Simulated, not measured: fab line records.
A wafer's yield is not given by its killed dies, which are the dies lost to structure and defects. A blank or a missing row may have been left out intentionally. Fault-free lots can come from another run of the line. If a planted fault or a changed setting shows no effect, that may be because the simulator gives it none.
The tool behind it: which one? | flow sky130 | 42 wafers from 14 lots sampled at 6 of the route's 708 steps

## WHAT THE GAUGES SHOWED, per wafer
SKY_RES_XHIGH_TW_MEAS_09.
lot  | measured     | on            | RES_XHIGH_TW
L805 | day 27 08:23 | film metro-03 | 1648 1650 1655
L809 | day 29 03:20 | film metro-04 | 1629 1646 1632
L810 | day 29 09:20 | film metro-03 | 1639 1641 1651
L811 | day 29 16:59 | film metro-03 | 1647 1642 1643
L812 | day 29 20:49 | film metro-01 | 30 30 30
L813 | day 30 09:11 | film metro-03 | 30 30 30
L817 | day 31 08:44 | film metro-04 | 1628 1641 1635
L818 | day 31 20:04 | film metro-01 | 1644 1642 1636
L819 | day 31 21:29 | film metro-04 | 1638 1636 1639
L820 | day 32 13:02 | film metro-04 | 1621 1622 1630
L821 | day 32 18:41 | film metro-04 | 1636 1635 1626
L822 | day 33 05:17 | film metro-03 | 1656 1658 1656
L825 | day 34 00:59 | film metro-04 | 1645 1647 1643
L826 | day 34 05:52 | film metro-03 | 1654 1648 1657

SKY_LI_CONTACT_CD_MEAS_12 targets a cd of 170 nm.
lot  | measured     | on        | cd nm (nm)
L805 | day 29 19:01 | cd sem-02 | 170.2 169.5 168.8
L809 | day 31 12:37 | cd sem-01 | 164.5 165.8 166.1
L810 | day 31 17:56 | cd sem-01 | 170.1 170.9 170.5
L811 | day 32 02:02 | cd sem-02 | 169.4 168.0 167.5
L812 | day 32 05:53 | cd sem-01 | 171.6 171.6 172.4
L813 | day 32 16:57 | cd sem-01 | 170.0 169.2 170.0
L817 | day 33 16:37 | cd sem-02 | 170.0 169.9 170.0
L818 | day 34 03:38 | cd sem-02 | 170.4 169.8 170.8
L819 | day 34 04:39 | cd sem-02 | 168.9 169.1 168.7
L820 | day 34 19:28 | cd sem-01 | 171.9 171.7 173.2
L821 | day 34 23:39 | cd sem-01 | 170.4 170.6 169.5
L822 | day 35 10:21 | cd sem-02 | 173.2 173.0 173.7
L825 | day 36 06:29 | cd sem-01 | 169.7 169.7 169.3
L826 | day 36 11:50 | cd sem-02 | 169.9 169.7 169.0

SKY_CONTACT_THK_MEAS_26: measures by xrf.
lot  | measured     | on            | CONTACT_W_THK (nm)
L805 | day 32 06:07 | film metro-02 | 351 345 348
L809 | day 33 22:45 | film metro-02 | 350 347 352
L810 | day 34 03:59 | film metro-04 | 345 344 341
L811 | day 34 11:03 | film metro-01 | 338 340 341
L812 | day 34 15:06 | film metro-01 | 342 335 340
L813 | day 35 00:58 | film metro-01 | 338 329 338
L817 | day 36 01:16 | film metro-02 | 352 348 351
L818 | day 36 11:35 | film metro-01 | 335 342 335
L819 | day 36 13:08 | film metro-01 | 334 334 335
L820 | day 37 05:02 | film metro-04 | 340 340 340
L821 | day 37 07:34 | film metro-02 | 349 345 348
L822 | day 37 18:30 | film metro-04 | 336 335 336
L825 | day 38 14:41 | film metro-02 | 344 343 349
L826 | day 38 19:33 | film metro-01 | 339 345 341

## EACH LOT AND THE TOOL THAT RAN IT (in order: tool; ch and the chambers of the sampled wafers; start)
lot  | SKY_SD_P_STRIP_10                    | SKY_RES_XHIGH_STRIP_08               | SKY_CONTACT_ETCH_17
L805 | plasma asher-02 ch 0,1, day 26 02:49 | plasma asher-03 ch 0,1, day 27 08:18 | rie diel-03 ch 0,3, day 32 05:04
L809 | plasma asher-03 ch 0,1, day 27 23:13 | plasma asher-04 ch 0,1, day 29 03:15 | rie diel-03 ch 0,2,3, day 33 21:43
L810 | plasma asher-04 ch 0,1, day 28 05:08 | plasma asher-04 ch 0,1, day 29 09:14 | rie diel-01 ch 0,2,3, day 34 03:01
L811 | plasma asher-02 ch 0, day 28 12:31   | plasma asher-03 ch 0, day 29 16:53   | rie diel-01 ch 0,1, day 34 10:01
L812 | plasma asher-03 ch 0,1, day 28 16:34 | plasma asher-01 ch 0,1, day 29 20:43 | rie diel-03 ch 0,1,2, day 34 14:00
L813 | plasma asher-04 ch 0,1, day 29 05:14 | plasma asher-03 ch 0,1, day 30 09:04 | rie diel-04 ch 0,2,3, day 34 23:59
L817 | plasma asher-04 ch 0,1, day 30 05:01 | plasma asher-01 ch 0,1, day 31 08:39 | rie diel-01 ch 0,1, day 36 00:17
L818 | plasma asher-02 ch 0,1, day 30 16:46 | plasma asher-04 ch 0,1, day 31 19:58 | rie diel-01 ch 0,1,2, day 36 10:37
L819 | plasma asher-02 ch 0,1, day 30 18:20 | plasma asher-04 ch 1, day 31 21:23   | rie diel-03 ch 1,2, day 36 12:08
L820 | plasma asher-04 ch 0,1, day 31 09:37 | plasma asher-04 ch 0,1, day 32 12:57 | rie diel-04 ch 0,2,3, day 37 03:32
L821 | plasma asher-04 ch 1, day 31 15:23   | plasma asher-03 ch 0,1, day 32 18:34 | rie diel-03 ch 0,3, day 37 06:28
L822 | plasma asher-04 ch 0,1, day 32 02:41 | plasma asher-04 ch 0,1, day 33 05:10 | rie diel-03 ch 0,1,2, day 37 17:31
L825 | plasma asher-02 ch 0,1, day 32 22:19 | plasma asher-03 ch 0,1, day 34 00:53 | rie diel-03 ch 1,2,3, day 38 13:40
L826 | plasma asher-02 ch 0,1, day 33 03:04 | plasma asher-03 ch 0,1, day 34 05:46 | rie diel-04 ch 1,2,3, day 38 18:32
- SKY_SD_P_STRIP_10: strips in O2/N2.
- SKY_RES_XHIGH_STRIP_08: strips in O2/N2.
- SKY_CONTACT_ETCH_17: etches SiO2 in C4F8/O2/Ar, stops on Si3N4, target depth 340 nm.

## WHAT THE TOOLS THEMSELVES READ (means of the sampled wafers that have a number; where no wafer has one, the mark that the record gives instead)
SKY_SD_P_STRIP_10.
lot  | tool            | chamber pressure mTorr (mTorr) | drypump motor current A (A) | oes product au (a.u.) | strip time to endpoint s (s)
L805 | plasma asher-02 | 1500.5                         | 6.0                         | 0.618                 | 17.51
L809 | plasma asher-03 | 1499.9                         | 6.0                         | 0.614                 | 17.44
L810 | plasma asher-04 | 1500.0                         | 5.5                         | 0.619                 | 17.47
L811 | plasma asher-02 | 1501.4                         | 6.4                         | 0.618                 | 17.49
L812 | plasma asher-03 | -                              | -                           | -                     | -
L813 | plasma asher-04 | -                              | -                           | -                     | -
L817 | plasma asher-04 | 1499.1                         | 5.7                         | 0.619                 | 17.54
L818 | plasma asher-02 | 1500.7                         | 6.2                         | 0.618                 | 17.49
L819 | plasma asher-02 | 1500.5                         | 6.2                         | 0.621                 | 17.43
L820 | plasma asher-04 | 1500.7                         | 5.6                         | 0.616                 | 17.45
L821 | plasma asher-04 | 1499.5                         | 5.8                         | 0.624                 | 17.48
L822 | plasma asher-04 | 1500.9                         | 5.7                         | 0.621                 | 17.49
L825 | plasma asher-02 | 1500.7                         | 6.2                         | 0.614                 | 17.50
L826 | plasma asher-02 | 1501.3                         | 6.0                         | 0.616                 | 17.42

SKY_RES_XHIGH_STRIP_08.
lot  | tool            | chamber pressure mTorr (mTorr) | drypump motor current A (A) | oes product au (a.u.) | strip time to endpoint s (s)
L805 | plasma asher-03 | 1500.2                         | 5.7                         | 0.709                 | 14.34
L809 | plasma asher-04 | 1499.4                         | 5.6                         | 0.712                 | 14.30
L810 | plasma asher-04 | 1500.5                         | 5.5                         | 0.709                 | 14.25
L811 | plasma asher-03 | 1498.4                         | 6.3                         | 0.713                 | 14.34
L812 | plasma asher-01 | 1499.8                         | 5.4                         | 0.715                 | 31.42
L813 | plasma asher-03 | 1499.6                         | 6.0                         | 0.721                 | 31.42
L817 | plasma asher-01 | 1499.9                         | 5.4                         | 0.706                 | 14.22
L818 | plasma asher-04 | 1499.0                         | 5.5                         | 0.713                 | 14.32
L819 | plasma asher-04 | 1499.2                         | 5.8                         | 0.710                 | 14.27
L820 | plasma asher-04 | 1500.7                         | 5.5                         | 0.707                 | 14.28
L821 | plasma asher-03 | 1498.8                         | 6.0                         | 0.708                 | 14.28
L822 | plasma asher-04 | 1500.3                         | 5.5                         | 0.707                 | 14.23
L825 | plasma asher-03 | 1500.0                         | 5.7                         | 0.708                 | 14.26
L826 | plasma asher-03 | 1501.1                         | 5.7                         | 0.713                 | 14.22

SKY_CONTACT_ETCH_17.
lot  | tool        | bias w (W) | oes product au (a.u.)
L805 | rie diel-03 | 1201       | 0.890
L809 | rie diel-03 | 1200       | 0.891
L810 | rie diel-01 | 1201       | 0.892
L811 | rie diel-01 | 1201       | 0.893
L812 | rie diel-03 | 1203       | 0.895
L813 | rie diel-04 | 1202       | 0.894
L817 | rie diel-01 | 1199       | 0.893
L818 | rie diel-01 | 1201       | 0.891
L819 | rie diel-03 | 1200       | 0.893
L820 | rie diel-04 | 1197       | 0.894
L821 | rie diel-03 | 1199       | 0.894
L822 | rie diel-03 | 1198       | 0.891
L825 | rie diel-03 | 1197       | 0.893
L826 | rie diel-04 | 1196       | 0.893

## THE ANSWER, worked out from the rows above alone
Rule: what is usual is taken from the lots themselves. The widest of any qualifying gaps counts: lots, ordered by their means at a reading, are off when they make up no more than a third of the lots, leave a main group of 4 or more, and stand apart from it by 3 or more times the standard deviation of that group's means. Not used: any main group whose means are identical at the precision the tables above print for the reading. A lot without any number at a reading at which 4 lots or more have one is off too. The other lots that the step has rows for count as sound. Order of review: gauges by route order, followed by the tools' own readings, for which a lot's mean as printed above is used. At the first step where some lot is off, the reading lying furthest off is the one used; lots without a number count as furthest.
Off: at SKY_RES_XHIGH_TW_MEAS_09 (RES_XHIGH_TW), L812, L813. The main group: mean 1642, standard deviation 8.9.
If a tool, at a process step before that reading, ran all the lots that are off and no sound lot after the first of them, it fits. The gauges at SKY_RES_XHIGH_TW_MEAS_09 aren't tried: what is off there is off at SKY_SD_P_STRIP_10 too, on other tools, and a gauge's error can't cause that. Not one of the candidates tried fits.

## WHAT WAS PUT IN BY THE SIMULATOR
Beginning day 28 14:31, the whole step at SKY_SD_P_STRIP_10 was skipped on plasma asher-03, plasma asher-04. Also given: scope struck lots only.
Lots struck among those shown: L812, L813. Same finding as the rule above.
